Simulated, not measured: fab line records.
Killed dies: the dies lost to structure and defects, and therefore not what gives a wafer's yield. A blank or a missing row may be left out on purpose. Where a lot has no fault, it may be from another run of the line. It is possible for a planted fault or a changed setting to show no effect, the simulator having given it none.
Problem report in the 8D (eight disciplines) form, filled by code / flow sky130 / the parts of the form that need people (team, actions taken, sign-off) are left out

## 1. WHAT WENT WRONG
Mean FIELD_ISO_CVD_24_THK at SKY_FIELD_ISO_THK_MEAS_25: 778 nm over 4 wafers in 3 lots; fault-free wafers: 594 nm, standard deviation 5.8. Measured from the usual mean, that is +32 standard deviations.
First observed at day 4 09:29: wafer L763.2, on filmMetro-01. The record holds 35 wafers of 12 lots with a number at this step. Rule for "out" (also "out of limits"): further than 4 standard deviations from the usual mean. The other wafers with a number count as sound.

## 2. WHAT IT IS; WHAT IT IS NOT
question=which readings at this step | is=FIELD_ISO_CVD_24_THK | is not=-
question=which lots | is=L763, L764, L766 | is not=L753, L756, L759, L760, L761, L772, L773, L774, L776
question=which wafers of those lots | is=L763.2, L763.4, L764.4, L766.4 | is not=L763.3, L764.3, L764.6, L766.3
question=read on which gauges | is=filmMetro-01, filmMetro-03 | is not=filmMetro-02
question=when | is=from day 4 09:29 | is not=up to then (16 sound wafers); but 15 sound wafers of L764, L766, L772, L773, L774, L776 came after

## 3. WHAT RULES OUT EACH SUSPECT
Counting: a tool at a process step up to the reading stays a suspect if it ran every lot that is out. Sound lots after the first of them don't rule it out here, since some wafers of a struck lot are sound.
- the gauge at SKY_FIELD_ISO_THK_MEAS_25 is ruled out. Those wafers that are out were read across 2 gauges (filmMetro-01, filmMetro-03).
- hdpcvd-02 at SKY_FIELD_ISO_CVD_24 (deposits SiO2, target thk 595 nm, time 99.2 s): kept. Ran every lot that is out, first one L763 (day 4 09:25); last sound lot up to then L761 (day 4 00:49).
Remaining after the count: hdpcvd-02 at SKY_FIELD_ISO_CVD_24.

## 4. THE CAUSE (what the simulator had put in)
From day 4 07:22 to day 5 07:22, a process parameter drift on hdpcvd-02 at SKY_FIELD_ISO_CVD_24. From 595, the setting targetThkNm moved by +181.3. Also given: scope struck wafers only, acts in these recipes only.
Counting left only this tool.

## 5. THE CHAIN OF EFFECTS, in route order
Each row: a reading whose mean over the struck wafers that have a number lies more than 3 standard deviations from the usual. Scope: only readings with a usual standard deviation given in the record; hours: median across lots of the time from each lot's start at the first step in this table that gives one to its start at this step; sigmas: change in usual standard deviations.
hours=0; step=SKY_FIELD_ISO_THK_MEAS_25; reading=FIELD_ISO_CVD_24_THK; usual=594 nm; on struck wafers=778; change=+184; sigmas=+32
hours=2; step=SKY_FIELD_ISO_CMP_27; reading=timeToEndpointS; usual=113 s; on struck wafers=146; change=+32; sigmas=+5.6
Process steps it contains:
- SKY_FIELD_ISO_CMP_27: polishes, stops on Si3N4, t overpolish 16 s, target thk 457.8 nm.
At these later measuring or inspecting steps, every struck wafer for which the step has a row has a number for every such reading, and none has moved that far: SKY_NWELL_THK_MEAS_02.

## 6. WHAT WOULD HAVE CAUGHT IT SOONER
Counted from the fault's start at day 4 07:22, it took 2 hours until the first out-of-limits reading at a measuring or inspecting step in this record, taken at day 4 09:29.
L764, L766, from the lots that are out (3), started SKY_FIELD_ISO_CVD_24 on hdpcvd-02 later than day 4 09:29. A hold on the tool at that time would have spared those 2.
